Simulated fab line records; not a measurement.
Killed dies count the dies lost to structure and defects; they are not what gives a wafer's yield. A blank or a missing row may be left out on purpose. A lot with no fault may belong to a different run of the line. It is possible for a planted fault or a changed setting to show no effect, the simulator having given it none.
fab line records	flow sky130
record: lots: 24	wafers: 72	last_day: 50
route steps=708 shown CONTACT@421 METAL1@437 VIA2@529 METAL3@563 METAL4@601
lots that met no fault: taken from a fault-free run of the same line
start_h: the number of hours between the record's first day and the start of the first shown wafer of the lot	wait_h: hours since the lot's step before	" unchanged from the row above	L1.1+2: a row that stands for several wafers	- either no value or no given start	* or withheld: withheld	< > ~ a bound
route shown NAME@n: NAME is a module with steps in the file, n the number in the route of the first one	usual: the fault-free wafers' mean and standard deviation	same: alike in all rows	chamber/n: place in a boat	sites: each site's reading	_std_site: standard deviation of those values	_edge_site: inner sites' mean taken away from outer sites' mean	radius_mm: how far each site lies from the wafer's centre	mask NAME#n: copy n	behind: the last tool/chamber to shape the wafer	hold: the reason the lot was held/the length of the hold in hours/how it ended	device: names the non-switching transistor (n, p or np)	end of line: the route-end tests of the same wafers	step lacking rows: just its recipe	killed: dies that structure and defects cost at the first sort, which is not the same as the wafer's yield	map: per-die view of a wafer (x killed, . not killed, _ where there is no die)
set.NAME: the setting the step ran with; set.NAME@STEP: the setting that earlier step ran with	model.NAME: the simulator's own value behind a step, which no gauge read
one table for each step of the route and one row for each wafer, over a sample of lots
services: when a tool's chamber went out of use (start_h, in hours from the record's first day, below 0 if earlier), for how many hours, and the reason
== steps ==
step: SKY_CONTACT_OVL_MEAS_15
usual: CONTACT_OVL: 1/5.5
lot.wafer	tool	chamber	start_h	wait_h	CONTACT_OVL[nm]
L074.3	overlay-02	-	732.24	0.1	3
L074.5	"	-	"	"	0
L074.6	"	-	"	"	-6
L075.2	overlay-02	-	739.97	0.1	-1
L075.3	"	-	"	"	-3
L075.6	"	-	"	"	-1
L076.1	overlay-01	-	758.56	0.1	-3
L076.2	"	-	"	"	4
L076.6	"	-	"	"	-3
L077.2	overlay-01	-	774.52	0.1	10
L077.3	"	-	"	"	4
L077.4	"	-	"	"	0
L078.3	overlay-01	-	780.68	0.1	0
L078.5	"	-	"	"	-2
L078.6	"	-	"	"	3
L080.1	overlay-01	-	791.28	0.1	-1
L080.2	"	-	"	"	0
L080.5	"	-	"	"	-2
L079.2	overlay-01	-	792.44	0.1	1
L079.3	"	-	"	"	9
L079.5	"	-	"	"	2
L081.1	overlay-02	-	795.31	0.1	-4
L081.4	"	-	"	"	-7
L081.6	"	-	"	"	-3
L082.2	overlay-01	-	800.79	0.1	-1
L082.3	"	-	"	"	-3
L082.6	"	-	"	"	3
L083.3	overlay-01	-	807.54	0.1	8
L083.4	"	-	"	"	17
L083.5	"	-	"	"	10
L085.2	overlay-02	-	825.04	0.1	4
L085.3	"	-	"	"	5
L085.6	"	-	"	"	3
L084.2	overlay-01	-	826.52	0.1	4
L084.3	"	-	"	"	2
L084.6	"	-	"	"	4
L086.1	overlay-02	-	828.26	0.1	-8
L086.4	"	-	"	"	-6
L086.6	"	-	"	"	-3
L087.2	overlay-01	-	836.49	0.1	9
L087.4	"	-	"	"	9
L087.6	"	-	"	"	5
L088.2	overlay-01	-	849.37	0.1	1
L088.3	"	-	"	"	2
L088.6	"	-	"	"	-1
L089.2	overlay-02	-	854.54	0.1	-1
L089.3	"	-	"	"	-5
L089.5	"	-	"	"	-6
L090.1	overlay-01	-	860.01	0.1	9
L090.2	"	-	"	"	15
L090.4	"	-	"	"	16
L091.1	overlay-01	-	865.73	0.1	4
L091.2	"	-	"	"	2
L091.4	"	-	"	"	4
L092.1	overlay-01	-	875.31	0.1	-9
L092.2	"	-	"	"	-6
L092.6	"	-	"	"	-3
L093.3	overlay-02	-	878.02	0.1	-1
L093.4	"	-	"	"	-2
L093.5	"	-	"	"	-1
L094.3	overlay-01	-	881.64	0.1	-2
L094.4	"	-	"	"	1
L094.5	"	-	"	"	-3
L095.1	overlay-02	-	890.88	0.1	6
L095.2	"	-	"	"	2
L095.5	"	-	"	"	4
L096.2	overlay-01	-	914.57	0.1	5
L096.5	"	-	"	"	6
L096.6	"	-	"	"	10
L097.1	overlay-01	-	915.21	0.1	2
L097.2	"	-	"	"	-4
L097.6	"	-	"	"	-3
step: SKY_METAL1_SPUTTER_03
recipe: material: Ti	target_thk_nm: 5	power_w: 3000	time_s: 3.3	chamber_pressure_pa: 0.4
usual: throttle_valve_pct: 30.5/1.1
lot.wafer	tool	chamber	start_h	wait_h	throttle_valve_pct
L074.3	pvd_sputter-03	-	733.77	0.0	29.4
L074.5	"	-	"	"	29.5
L074.6	"	-	"	"	29.9
L075.2	pvd_sputter-02	-	741.45	0.0	29.8
L075.3	"	-	"	"	29.3
L075.6	"	-	"	"	29.2
L076.1	pvd_sputter-03	-	760.10	0.0	29.3
L076.2	"	-	"	"	30.1
L076.6	"	-	"	"	29.5
L077.2	pvd_sputter-02	-	776.04	0.0	29.1
L077.3	"	-	"	"	32.2
L077.4	"	-	"	"	29.6
L078.3	pvd_sputter-04	-	782.23	0.0	31.6
L078.5	"	-	"	"	30.0
L078.6	"	-	"	"	32.2
L080.1	pvd_sputter-03	-	792.85	0.0	29.6
L080.2	"	-	"	"	29.3
L080.5	"	-	"	"	30.2
L079.2	pvd_sputter-04	-	793.92	0.0	30.0
L079.3	"	-	"	"	32.3
L079.5	"	-	"	"	31.8
L081.1	pvd_sputter-04	-	796.81	0.0	31.4
L081.4	"	-	"	"	32.2
L081.6	"	-	"	"	31.6
L082.2	pvd_sputter-03	-	802.35	0.0	29.4
L082.3	"	-	"	"	30.0
L082.6	"	-	"	"	29.3
L083.3	pvd_sputter-03	-	809.07	0.0	29.1
L083.4	"	-	"	"	30.1
L083.5	"	-	"	"	29.6
L085.2	pvd_sputter-03	-	826.56	0.0	29.4
L085.3	"	-	"	"	29.7
L085.6	"	-	"	"	29.6
L084.2	pvd_sputter-04	-	828.00	0.0	31.6
L084.3	"	-	"	"	30.0
L084.6	"	-	"	"	31.7
L086.1	pvd_sputter-03	-	829.75	0.0	29.6
L086.4	"	-	"	"	30.0
L086.6	"	-	"	"	29.3
L087.2	pvd_sputter-04	-	838.03	0.0	29.7
L087.4	"	-	"	"	30.1
L087.6	"	-	"	"	31.5
L088.2	pvd_sputter-02	-	850.85	0.0	29.7
L088.3	"	-	"	"	32.4
L088.6	"	-	"	"	29.7
L089.2	pvd_sputter-03	-	856.02	0.0	30.2
L089.3	"	-	"	"	29.8
L089.5	"	-	"	"	30.1
L090.1	pvd_sputter-02	-	861.53	0.0	32.3
L090.2	"	-	"	"	29.6
L090.4	"	-	"	"	29.7
L091.1	pvd_sputter-04	-	867.22	0.0	31.5
L091.2	"	-	"	"	32.0
L091.4	"	-	"	"	31.6
L092.1	pvd_sputter-04	-	876.80	0.0	32.0
L092.2	"	-	"	"	31.5
L092.6	"	-	"	"	29.8
L093.3	pvd_sputter-02	-	879.52	0.0	29.3
L093.4	"	-	"	"	29.2
L093.5	"	-	"	"	32.1
L094.3	pvd_sputter-02	-	883.15	0.0	29.0
L094.4	"	-	"	"	29.6
L094.5	"	-	"	"	29.4
L095.1	pvd_sputter-04	-	892.48	0.0	31.6
L095.2	"	-	"	"	32.1
L095.5	"	-	"	"	32.3
L096.2	pvd_sputter-04	-	916.06	0.0	31.6
L096.5	"	-	"	"	31.7
L096.6	"	-	"	"	31.6
L097.1	pvd_sputter-02	-	916.72	0.0	29.4
L097.2	"	-	"	"	29.8
L097.6	"	-	"	"	29.2
step: SKY_METAL1_OVL_MEAS_16
usual: METAL1_OVL: -1/5.3
lot.wafer	tool	chamber	start_h	wait_h	METAL1_OVL[nm]
L074.3	overlay-02	-	761.35	0.1	2
L074.5	"	-	"	"	4
L074.6	"	-	"	"	3
L075.2	overlay-01	-	768.92	0.1	2
L075.3	"	-	"	"	1
L075.6	"	-	"	"	3
L076.1	overlay-02	-	787.13	0.1	5
L076.2	"	-	"	"	8
L076.6	"	-	"	"	6
L077.2	overlay-02	-	803.42	0.1	-1
L077.3	"	-	"	"	0
L077.4	"	-	"	"	0
L078.3	overlay-02	-	809.10	0.1	2
L078.5	"	-	"	"	5
L078.6	"	-	"	"	6
L080.1	overlay-02	-	820.08	0.1	5
L080.2	"	-	"	"	-8
L080.5	"	-	"	"	-2
L079.2	overlay-01	-	821.22	0.1	-7
L079.3	"	-	"	"	2
L079.5	"	-	"	"	-8
L081.1	overlay-01	-	822.81	0.1	6
L081.4	"	-	"	"	5
L081.6	"	-	"	"	6
L082.2	overlay-02	-	828.99	0.1	0
L082.3	"	-	"	"	-3
L082.6	"	-	"	"	5
L083.3	overlay-02	-	836.07	0.1	6
L083.4	"	-	"	"	4
L083.5	"	-	"	"	1
L085.2	overlay-01	-	852.92	0.1	-2
L085.3	"	-	"	"	2
L085.6	"	-	"	"	-6
L084.2	overlay-02	-	855.19	0.1	-1
L084.3	"	-	"	"	7
L084.6	"	-	"	"	-1
L086.1	overlay-02	-	856.78	0.1	-12
L086.4	"	-	"	"	-5
L086.6	"	-	"	"	-15
L087.2	overlay-02	-	864.59	0.1	-1
L087.4	"	-	"	"	-5
L087.6	"	-	"	"	-3
L088.2	overlay-02	-	877.76	0.1	-12
L088.3	"	-	"	"	-12
L088.6	"	-	"	"	-6
L089.2	overlay-02	-	882.14	0.1	0
L089.3	"	-	"	"	-3
L089.5	"	-	"	"	-4
L090.1	overlay-01	-	888.04	0.1	2
L090.2	"	-	"	"	3
L090.4	"	-	"	"	5
L091.1	overlay-01	-	893.58	0.1	12
L091.2	"	-	"	"	6
L091.4	"	-	"	"	10
L092.1	overlay-01	-	903.01	0.1	3
L092.2	"	-	"	"	1
L092.6	"	-	"	"	2
L093.3	overlay-02	-	905.34	0.1	-3
L093.4	"	-	"	"	-3
L093.5	"	-	"	"	0
L094.3	overlay-01	-	908.50	0.1	-4
L094.4	"	-	"	"	3
L094.5	"	-	"	"	-2
L095.1	overlay-01	-	917.56	0.1	-2
L095.2	"	-	"	"	-6
L095.5	"	-	"	"	-1
L096.2	overlay-01	-	940.54	0.1	-1
L096.5	"	-	"	"	-3
L096.6	"	-	"	"	-8
L097.1	overlay-02	-	941.69	0.1	-4
L097.2	"	-	"	"	4
L097.6	"	-	"	"	0
step: SKY_VIA2_RS_MEAS_22
recipe: thk_meas_gauge: four-point-probe	reads: W_of_VIA2_CVD_21+TiN_of_VIA2_SPUTTER_20
usual: VIA2_W_RS: 0.271/0.0038
lot.wafer	tool	chamber	start_h	wait_h	VIA2_W_RS[ohm/sq]
L074.3	film_metro-04	-	847.34	0.1	0.275
L074.5	"	-	"	"	0.269
L074.6	"	-	"	"	0.275
L075.2	film_metro-03	-	852.39	0.1	0.274
L075.3	"	-	"	"	0.273
L075.6	"	-	"	"	0.275
L076.1	film_metro-04	-	871.59	0.1	0.270
L076.2	"	-	"	"	0.271
L076.6	"	-	"	"	0.271
L077.2	film_metro-03	-	887.99	0.1	0.269
L077.3	"	-	"	"	0.264
L077.4	"	-	"	"	0.272
L078.3	film_metro-04	-	892.87	0.1	0.272
L078.5	"	-	"	"	0.274
L078.6	"	-	"	"	0.269
L080.1	film_metro-01	-	905.27	0.1	0.264
L080.2	"	-	"	"	0.273
L080.5	"	-	"	"	0.268
L079.2	film_metro-01	-	905.80	0.1	0.275
L079.3	"	-	"	"	0.269
L079.5	"	-	"	"	0.275
L081.1	film_metro-01	-	906.34	0.1	0.266
L081.4	"	-	"	"	0.267
L081.6	"	-	"	"	0.265
L082.2	film_metro-03	-	913.01	0.1	0.270
L082.3	"	-	"	"	0.267
L082.6	"	-	"	"	0.269
L083.3	film_metro-03	-	917.53	0.1	0.265
L083.4	"	-	"	"	0.271
L083.5	"	-	"	"	0.271
L085.2	film_metro-04	-	934.51	0.1	0.267
L085.3	"	-	"	"	0.276
L085.6	"	-	"	"	0.270
L084.2	film_metro-03	-	937.89	0.1	0.266
L084.3	"	-	"	"	0.271
L084.6	"	-	"	"	0.264
L086.1	film_metro-03	-	939.90	0.1	0.267
L086.4	"	-	"	"	0.266
L086.6	"	-	"	"	0.277
L087.2	film_metro-03	-	945.41	0.1	0.263
L087.4	"	-	"	"	0.264
L087.6	"	-	"	"	0.268
L088.2	film_metro-04	-	957.50	0.1	0.273
L088.3	"	-	"	"	0.277
L088.6	"	-	"	"	0.272
L089.2	film_metro-04	-	961.77	0.2	0.277
L089.3	"	-	"	"	0.277
L089.5	"	-	"	"	0.276
L090.1	film_metro-04	-	967.68	0.1	0.265
L090.2	"	-	"	"	0.267
L090.4	"	-	"	"	0.269
L091.1	film_metro-04	-	973.74	0.1	0.272
L091.2	"	-	"	"	0.271
L091.4	"	-	"	"	0.270
L092.1	film_metro-04	-	980.01	0.1	0.271
L092.2	"	-	"	"	0.276
L092.6	"	-	"	"	0.269
L093.3	film_metro-01	-	983.51	0.1	0.277
L093.4	"	-	"	"	0.272
L093.5	"	-	"	"	0.273
L094.3	film_metro-03	-	988.43	0.1	0.271
L094.4	"	-	"	"	0.275
L094.5	"	-	"	"	0.273
L095.1	film_metro-01	-	995.09	0.1	0.272
L095.2	"	-	"	"	0.272
L095.5	"	-	"	"	0.269
L096.2	film_metro-03	-	1016.92	0.1	0.274
L096.5	"	-	"	"	0.276
L096.6	"	-	"	"	0.272
L097.1	film_metro-03	-	1017.93	0.1	0.270
L097.2	"	-	"	"	0.268
L097.6	"	-	"	"	0.271
step: SKY_METAL3_CD_MEAS_13
recipe: target_cd_nm: 300
usual: cd_nm: 300.0/1.3
lot.wafer	tool	chamber	start_h	wait_h	cd_nm
L074.3	cd_sem-02	-	900.46	-	300.0
L074.5	"	-	"	"	299.1
L074.6	"	-	"	"	300.2
L075.2	cd_sem-01	-	905.66	-	298.9
L075.3	"	-	"	"	298.3
L075.6	"	-	"	"	298.1
L076.1	cd_sem-02	-	923.14	-	300.2
L076.2	"	-	"	"	301.2
L076.6	"	-	"	"	301.7
L077.2	cd_sem-01	-	939.74	-	299.2
L077.3	"	-	"	"	299.6
L077.4	"	-	"	"	298.7
L078.3	cd_sem-02	-	944.03	-	302.3
L078.5	"	-	"	"	300.8
L078.6	"	-	"	"	300.8
L080.1	cd_sem-01	-	955.07	-	298.3
L080.2	"	-	"	"	299.3
L080.5	"	-	"	"	299.0
L079.2	cd_sem-01	-	956.76	-	302.5
L079.3	"	-	"	"	300.9
L079.5	"	-	"	"	300.7
L081.1	cd_sem-01	-	957.19	-	300.1
L081.4	"	-	"	"	298.2
L081.6	"	-	"	"	299.6
L082.2	cd_sem-02	-	964.29	-	297.0
L082.3	"	-	"	"	299.8
L082.6	"	-	"	"	299.3
L083.3	cd_sem-01	-	967.33	-	298.2
L083.4	"	-	"	"	299.0
L083.5	"	-	"	"	298.1
L085.2	cd_sem-02	-	983.74	-	299.7
L085.3	"	-	"	"	297.5
L085.6	"	-	"	"	297.8
L084.2	cd_sem-02	-	986.82	-	297.3
L084.3	"	-	"	"	298.1
L084.6	"	-	"	"	298.0
L086.1	cd_sem-02	-	989.17	-	299.6
L086.4	"	-	"	"	300.4
L086.6	"	-	"	"	300.3
L087.2	cd_sem-02	-	993.79	-	301.0
L087.4	"	-	"	"	299.7
L087.6	"	-	"	"	301.5
L088.2	cd_sem-02	-	1006.02	-	300.2
L088.3	"	-	"	"	300.4
L088.6	"	-	"	"	300.5
L089.2	cd_sem-02	-	1010.54	-	300.6
L089.3	"	-	"	"	299.9
L089.5	"	-	"	"	300.9
L090.1	cd_sem-01	-	1015.74	-	300.4
L090.2	"	-	"	"	300.6
L090.4	"	-	"	"	299.6
L091.1	cd_sem-01	-	1022.90	-	301.9
L091.2	"	-	"	"	302.5
L091.4	"	-	"	"	301.6
L092.1	cd_sem-01	-	1027.84	-	301.0
L092.2	"	-	"	"	300.8
L092.6	"	-	"	"	298.7
L093.3	cd_sem-01	-	1031.11	-	300.6
L093.4	"	-	"	"	299.3
L093.5	"	-	"	"	299.2
L094.3	cd_sem-01	-	1036.33	-	301.3
L094.4	"	-	"	"	300.1
L094.5	"	-	"	"	300.1
L095.1	cd_sem-01	-	1042.79	-	302.7
L095.2	"	-	"	"	301.9
L095.5	"	-	"	"	302.3
L096.2	cd_sem-01	-	1061.94	-	299.4
L096.5	"	-	"	"	300.0
L096.6	"	-	"	"	299.6
L097.1	cd_sem-01	-	1062.49	-	300.1
L097.2	"	-	"	"	300.3
L097.6	"	-	"	"	299.3
step: SKY_METAL4_SPUTTER_03
recipe: material: Ti	target_thk_nm: 5	power_w: 3000	time_s: 3.3	chamber_pressure_pa: 0.4
usual: throttle_valve_pct: 30.5/1.1
lot.wafer	tool	chamber	start_h	wait_h	throttle_valve_pct
L074.3	pvd_sputter-02	-	928.00	0.0	29.6
L074.5	"	-	"	"	32.0
L074.6	"	-	"	"	29.6
L075.2	pvd_sputter-02	-	933.44	0.0	29.3
L075.3	"	-	"	"	32.3
L075.6	"	-	"	"	29.6
L076.1	pvd_sputter-02	-	949.92	0.0	32.4
L076.2	"	-	"	"	29.2
L076.6	"	-	"	"	32.4
L077.2	pvd_sputter-02	-	967.53	0.0	29.5
L077.3	"	-	"	"	29.2
L077.4	"	-	"	"	32.3
L078.3	pvd_sputter-02	-	970.80	0.0	29.3
L078.5	"	-	"	"	29.3
L078.6	"	-	"	"	29.3
L080.1	pvd_sputter-04	-	981.60	0.0	31.5
L080.2	"	-	"	"	31.3
L080.5	"	-	"	"	31.5
L079.2	pvd_sputter-02	-	983.10	0.0	29.3
L079.3	"	-	"	"	32.4
L079.5	"	-	"	"	32.1
L081.1	pvd_sputter-04	-	984.33	0.0	31.8
L081.4	"	-	"	"	30.0
L081.6	"	-	"	"	32.1
L082.2	pvd_sputter-02	-	991.42	0.0	29.5
L082.3	"	-	"	"	29.1
L082.6	"	-	"	"	29.5
L083.3	pvd_sputter-01	-	994.22	0.0	30.4
L083.4	"	-	"	"	31.0
L083.5	"	-	"	"	30.0
L085.2	pvd_sputter-04	-	1010.46	0.0	31.7
L085.3	"	-	"	"	30.0
L085.6	"	-	"	"	29.9
L084.2	pvd_sputter-04	-	1013.68	0.0	29.9
L084.3	"	-	"	"	31.7
L084.6	"	-	"	"	31.7
L086.1	pvd_sputter-01	-	1015.81	0.0	29.0
L086.4	"	-	"	"	30.0
L086.6	"	-	"	"	31.1
L087.2	pvd_sputter-04	-	1020.06	0.0	32.2
L087.4	"	-	"	"	31.5
L087.6	"	-	"	"	32.2
L088.2	pvd_sputter-01	-	1032.72	0.0	30.9
L088.3	"	-	"	"	29.1
L088.6	"	-	"	"	30.4
L089.2	pvd_sputter-04	-	1036.95	0.0	29.8
L089.3	"	-	"	"	31.8
L089.5	"	-	"	"	31.7
L090.1	pvd_sputter-01	-	1042.31	0.0	30.1
L090.2	"	-	"	"	29.0
L090.4	"	-	"	"	30.1
L091.1	pvd_sputter-02	-	1048.25	0.0	29.7
L091.2	"	-	"	"	29.6
L091.4	"	-	"	"	32.0
L092.1	pvd_sputter-02	-	1052.96	0.0	29.3
L092.2	"	-	"	"	29.6
L092.6	"	-	"	"	29.4
L093.3	pvd_sputter-02	-	1056.47	0.0	29.9
L093.4	"	-	"	"	32.3
L093.5	"	-	"	"	29.4
L094.3	pvd_sputter-02	-	1061.27	0.0	32.2
L094.4	"	-	"	"	29.8
L094.5	"	-	"	"	32.0
L095.1	pvd_sputter-01	-	1068.01	0.0	30.1
L095.2	"	-	"	"	29.3
L095.5	"	-	"	"	29.1
L096.2	pvd_sputter-02	-	1087.24	0.0	29.6
L096.5	"	-	"	"	32.2
L096.6	"	-	"	"	29.9
L097.1	pvd_sputter-01	-	1088.50	0.0	30.4
L097.2	"	-	"	"	30.1
L097.6	"	-	"	"	31.0
== services ==
tool	chamber	start_h	hours	kind
pvd_sputter-01	-	724.49	9.5	repair
pvd_sputter-04	-	726.76	1.6	repair
pvd_sputter-04	-	734.31	0.9	repair
pvd_sputter-03	-	740.35	2.5	repair
pvd_sputter-03	-	752.64	2.5	repair
pvd_sputter-01	-	799.47	5.5	repair
pvd_sputter-02	-	810.01	38.3	repair
pvd_sputter-01	-	849.20	0.5	repair
pvd_sputter-04	-	851.69	3.7	repair
pvd_sputter-04	-	891.01	0.6	repair
pvd_sputter-01	-	892.50	10.0	repair
pvd_sputter-04	-	922.71	3.3	repair
pvd_sputter-01	-	924.79	6.6	repair
pvd_sputter-02	-	941.72	2.0	repair
pvd_sputter-02	1	970.87	-	consumable_replace:kit
pvd_sputter-02	1	970.87	18.0	scheduled_down
pvd_sputter-02	1	970.87	18.0	vent_cycle
pvd_sputter-01	-	974.30	11.3	repair
pvd_sputter-03	-	989.84	2.7	repair
pvd_sputter-04	-	1037.28	1.0	repair
pvd_sputter-02	-	1067.28	1.7	repair
pvd_sputter-01	-	1069.32	1.1	repair
pvd_sputter-02	0	1074.42	-	consumable_replace:kit
pvd_sputter-02	0	1074.42	18.0	scheduled_down
== key ==
fault none
